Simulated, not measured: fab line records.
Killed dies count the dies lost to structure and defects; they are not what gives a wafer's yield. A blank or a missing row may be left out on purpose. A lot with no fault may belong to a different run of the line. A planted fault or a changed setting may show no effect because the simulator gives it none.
Split-lot experiment -- flow sky130 -- 24 wafers read from 5 lots, route of 708 steps

== THE SPLIT ==
At SKY_METAL3_DEVELOP_12 (develop time 60 s), the setting developTimeS was moved away from the recipe's 60 s on 8 of the 24 wafers read, by -40.5% to -17.8%. The other wafers ran this setting at the recipe's value.

There is no step in the file separating the split from the reading.

== THE READING ==
cdNm at SKY_METAL3_CD_MEAS_13, given in nm (cd target 300 nm). A value of 300.2 nm with a standard deviation of 1.3 nm is what fault-free wafers of this fab line usually give.

wafer,"tool, chamber at the split","developTimeS as run, s",against the recipe,"cdNm, nm",against lot-mates on the recipe
L075.1,"lithoTrack-04, 0",60,recipe,301.5,-
L075.2,"lithoTrack-04, 0",40.27,-32.9%,308.4,+6.5
L075.3,"lithoTrack-04, 0",40.27,-32.9%,310.0,+8.1
L075.4,"lithoTrack-04, 0",60,recipe,301.3,-
L075.5,"lithoTrack-04, 0",60,recipe,303.0,-
L075.6,"lithoTrack-04, 0",40.27,-32.9%,309.4,+7.5
L076.1,"lithoTrack-03, 0",60,recipe,301.8,-
L076.4,"lithoTrack-03, 0",60,recipe,299.8,-
L076.5,"lithoTrack-03, 0",60,recipe,300.5,-
L079.1,"lithoTrack-03, 0",60,recipe,300.4,-
L079.2,"lithoTrack-03, 0",60,recipe,300.5,-
L079.3,"lithoTrack-03, 0",60,recipe,301.4,-
L079.4,"lithoTrack-03, 0",60,recipe,301.2,-
L079.5,"lithoTrack-03, 0",60,recipe,299.9,-
L079.6,"lithoTrack-03, 0",60,recipe,301.2,-
L081.1,"lithoTrack-02, 0",35.69,-40.5%,310.7,+10.5
L081.2,"lithoTrack-02, 0",60,recipe,300.4,-
L081.3,"lithoTrack-02, 0",35.69,-40.5%,310.5,+10.3
L081.4,"lithoTrack-02, 0",60,recipe,300.4,-
L081.5,"lithoTrack-02, 0",60,recipe,299.8,-
L081.6,"lithoTrack-02, 0",35.69,-40.5%,309.9,+9.7
L083.2,"lithoTrack-03, 0",49.3,-17.8%,305.2,+4.0
L083.3,"lithoTrack-03, 0",49.3,-17.8%,303.4,+2.2
L083.6,"lithoTrack-03, 0",60,recipe,301.2,-

THE FIT
A straight line over all 24 wafers: cdNm changes by -0.24 nm for each +1% of developTimeS; r = -0.98; the points scatter about the line by 0.86 nm.
The same after taking each lot's own level away (the mean of its wafers on the recipe; 24 wafers): -0.238 nm for each +1%; r = -0.98; scatter 0.77 nm.
According to that fit, moving developTimeS by its largest amount changes the reading by 9.6 nm.
Measured against the standard deviation above, the lots' own levels, which go from 300.20 to 301.93 nm, span 1.3 times it.
Consequently the slope shifts little with the lot-to-lot level, the two slopes agreeing.
Check: +9.32 nm against its lot-mates is what the line predicts for one of the wafers moved furthest among these (-40.5%) when that wafer is left out of the fit. It came out at +10.5 nm against them.

== OTHER SPLITS ON THESE WAFERS ==
Before the reading, these wafers also passed through other splits. Each is held against what the fit with the lots' levels taken away leaves over:
other split on the same wafers,wafers away from the commonest value,r with cdNm (lot level and that fit taken away)
SKY_CAPM_SPUTTER_02 timeS,10,+0.39

== THE WHOLE CHAIN: every reading that the file lists as answering this split, in the file's order ==
step,what it does,reading,change (the file's fit),r (the file's)
SKY_METAL3_CD_MEAS_13,target cd 300 nm,cdNm,-0.236 nm for each +1% of the setting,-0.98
SKY_METAL3_DESCUM_15,"chemistry O2, time 8 s","METAL3.cdNm (the simulator's own value, which no gauge read)",-0.228 nm for each +1% of the setting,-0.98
SKY_METAL3_ETCH_16,"etches BARC in N2/H2, stops on SiO2, time 88.2 s, target depth 60 nm","METAL3.cdNm (the simulator's own value, which no gauge read)",-0.207 nm for each +1% of the setting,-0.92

== FILE'S OWN FIT ==
cdNm changes by -0.236 nm for each +1% of developTimeS, r = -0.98.
